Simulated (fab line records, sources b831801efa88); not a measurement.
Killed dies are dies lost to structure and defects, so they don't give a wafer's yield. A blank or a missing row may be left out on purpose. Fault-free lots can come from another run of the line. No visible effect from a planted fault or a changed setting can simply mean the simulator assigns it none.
Comparing a struck lot with a sound one    flow sky130    31 steps out of a route of 708
Sound: wafers L616.1, L616.2, L616.5. Struck: wafers L621.2, L621.3. (L621.1 of the same lot was not struck and is left out.) The cause comes at the end.
Order at every step that has rows: each side's tool, ch and its chambers, its first start. Under that, the readings that differ: sound wafers    struck wafers    difference of the means    sigmas: that difference in standard deviations of wafers without a fault.
alike: readings whose means differ by less than 2 such deviations, and words and numbers that are the same on both sides. not compared: withheld readings, readings that some wafer has no value for, bounds like >300 that may hide the same value, and numbers for which the record gives no deviation and whose values overlap.
A row with sigmas, a row that says differs or no value, or rows on one side alone: a step with any of these is where the two part. Numbers that have no deviation but don't overlap get no sigmas and don't part them. A reading missing from all wafers of one side parts the sides only when that side holds two or more wafers.

first, 10 steps without rows for these wafers: SKY_SD_P_IMPLANT_09; SKY_SD_P_STRIP_10 (strips in O2/N2); SKY_RES_XHIGH_DEHYDRATE_00 (time 60 s); SKY_RES_XHIGH_HMDS_01 (prime time 60 s); SKY_RES_XHIGH_COAT_02 (resist thk 1140 nm); SKY_RES_XHIGH_SOFTBAKE_03 (time 60 s); SKY_RES_XHIGH_EXPOSE_04 (exposes mask URPM, target cd 1270 nm); SKY_RES_XHIGH_PEB_05; SKY_RES_XHIGH_DEVELOP_06 (develop time 60 s); SKY_RES_XHIGH_IMPLANT_07.
SKY_RES_XHIGH_STRIP_08: strips in O2/N2.
  sound on plasma asher-02 ch 0,1, day 30 04:53; struck on plasma asher-02 ch 0, day 31 14:46
  alike: chamber pressure mTorr, drypump motor current A, n2 flow sccm, oes product au, strip time to endpoint s
  not compared: rf hours counter h
then, 19 steps without rows for these wafers: SKY_SD_N_DEHYDRATE_00 (time 60 s); SKY_SD_N_HMDS_01 (prime time 60 s); SKY_SD_N_COAT_02 (resist thk 1140 nm); SKY_SD_N_SOFTBAKE_03 (time 60 s); SKY_SD_N_EXPOSE_04 (exposes mask NSDM, target cd 380 nm); SKY_SD_N_PEB_05; SKY_SD_N_DEVELOP_06 (develop time 60 s); SKY_SD_N_IMPLANT_09; SKY_SD_N_IMPLANT_10; SKY_SD_N_STRIP_11 (strips in O2/N2); SKY_SD_N_CLEAN_13 (cleans in SC1/SC2, time 150 s); SKY_SD_N_RTA_14 (time 2 s); SKY_SALICIDE_CLEAN_00 (cleans in HF-last, time 30 s); SKY_LI_CONTACT_HDPCVD_00 (deposits PSG, target thk 930 nm, time 155 s); SKY_LI_CONTACT_CMP_02 (polishes PSG); SKY_LI_CONTACT_DEHYDRATE_04 (time 60 s); SKY_LI_CONTACT_HMDS_05 (prime time 60 s); SKY_LI_CONTACT_COAT_06 (resist thk 60 nm); SKY_LI_CONTACT_COAT_07 (resist thk 450 nm).
-- the record jumps here: 18 days lie between the struck wafers' starts before and after (it left off in module LI_CONTACT and takes up again in module PAD_OPEN, whose first step shown is number 708 of the route) --
SKY_PAD_OPEN_PROBE_99:
  only the struck wafers here have rows in the record (prober-01, day 49 05:31); the sound ones have none

## WHERE THEY PART
Only at SKY_PAD_OPEN_PROBE_99, as far as this record shows.

WHY: what the simulator had put in
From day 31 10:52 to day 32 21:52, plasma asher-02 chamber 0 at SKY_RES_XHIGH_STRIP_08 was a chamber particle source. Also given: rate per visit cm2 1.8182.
